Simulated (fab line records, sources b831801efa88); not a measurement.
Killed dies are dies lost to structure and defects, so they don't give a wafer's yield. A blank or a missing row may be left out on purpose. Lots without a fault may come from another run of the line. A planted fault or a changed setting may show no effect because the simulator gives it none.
A struck lot beside a sound one | flow sky130 | 14 steps out of a route of 708
Sound: wafers L168.2, L168.3, L168.6. Struck: wafers L179.1, L179.2, L179.4. The cause comes at the end.
At each step with rows: each side's tool, then ch and its chambers, then its first start. Under that, the readings that differ: sound wafers | struck wafers | difference of the means | sigmas: that difference in standard deviations of wafers without a fault.
alike: readings whose means differ by less than 2 such deviations, and words and numbers that are the same on both sides. not compared: withheld readings, readings that some wafer has no value for, bounds like >300 that may hide the same value, and numbers for which the record gives no deviation and whose values overlap.
The two part at a step that has a row with sigmas, a row that says differs or no value, or rows on one side only. Numbers that don't overlap but have no deviation are shown without sigmas and don't part them. A reading that every wafer of one side lacks parts them only if that side has two wafers or more.

SKY_POLY_GATE_ETCH_17: etches poly-Si in HBr/Cl2, stops on SiO2, target depth 180 nm, time 70.5 s.
  sound on rie_si-01 ch 1,2,3, day 16 06:15; struck on rie_si-01 ch 0,1,2, day 20 18:27
  alike: bias_w, drypump_motor_current_A, oes_product_au, throttle_valve_pct
  not compared: rf_hours_counter_h
SKY_POLY_GATE_STRIP_18: strips in O2/N2.
  sound on plasma_asher-04 ch 1, day 16 06:18; struck on plasma_asher-04 ch 0,1, day 20 18:30
  alike: drypump_motor_current_A, oes_product_au, strip_time_to_endpoint_s
  not compared: rf_hours_counter_h
then, 2 steps without rows for these wafers: SKY_POLY_GATE_CLEAN_19 (cleans in SC1/SC2, time 150 s); SKY_POLY_GATE_OXIDATION_20 (stabilise 600 s, purge 300 s, target thk 4 nm).
SKY_POLY_GATE_THK_MEAS_21:
  sound on film_metro-02, day 16 10:03; struck on film_metro-03, day 20 19:54
  alike: POLY_GATE_OXIDATION_THK
SKY_POLY_GATE_CD_MEAS_22:
  sound on cd_sem-01, day 16 10:08; struck on cd_sem-02, day 20 19:58
  alike: cd_nm
then, 6 steps without rows for these wafers: SKY_LDD_N_DEHYDRATE_00 (time 60 s); SKY_LDD_N_HMDS_01 (prime time 60 s); SKY_LDD_N_COAT_02 (resist thk 300 nm); SKY_LDD_N_SOFTBAKE_03 (time 60 s); SKY_LDD_N_EXPOSE_04 (exposes mask NTM, target cd 840 nm); SKY_LDD_N_PEB_05.
SKY_LDD_N_DEVELOP_06: develop time 60 s.
  sound on litho_track-02 ch 0, day 17 15:05; struck on litho_track-01, day 22 01:34
  no value came back on the struck wafers for chill_plate_temp_C (C), develop_time_s (s); on the sound wafers chill_plate_temp_C (C) reads 22.94 22.94 22.90
SKY_LDD_N_OVL_MEAS_07:
  sound on overlay-01, day 17 15:13; struck on overlay-02, day 22 01:43
  reading        | sound          | struck | difference                    | sigmas
  LDD_N_OVL (nm) | -4.1 -2.2 -2.3 | - - -  | no value on the struck wafers |

WHERE THEY PART
First at SKY_LDD_N_DEVELOP_06; last, within this record, at SKY_LDD_N_OVL_MEAS_07.

WHY: what the simulator had put in
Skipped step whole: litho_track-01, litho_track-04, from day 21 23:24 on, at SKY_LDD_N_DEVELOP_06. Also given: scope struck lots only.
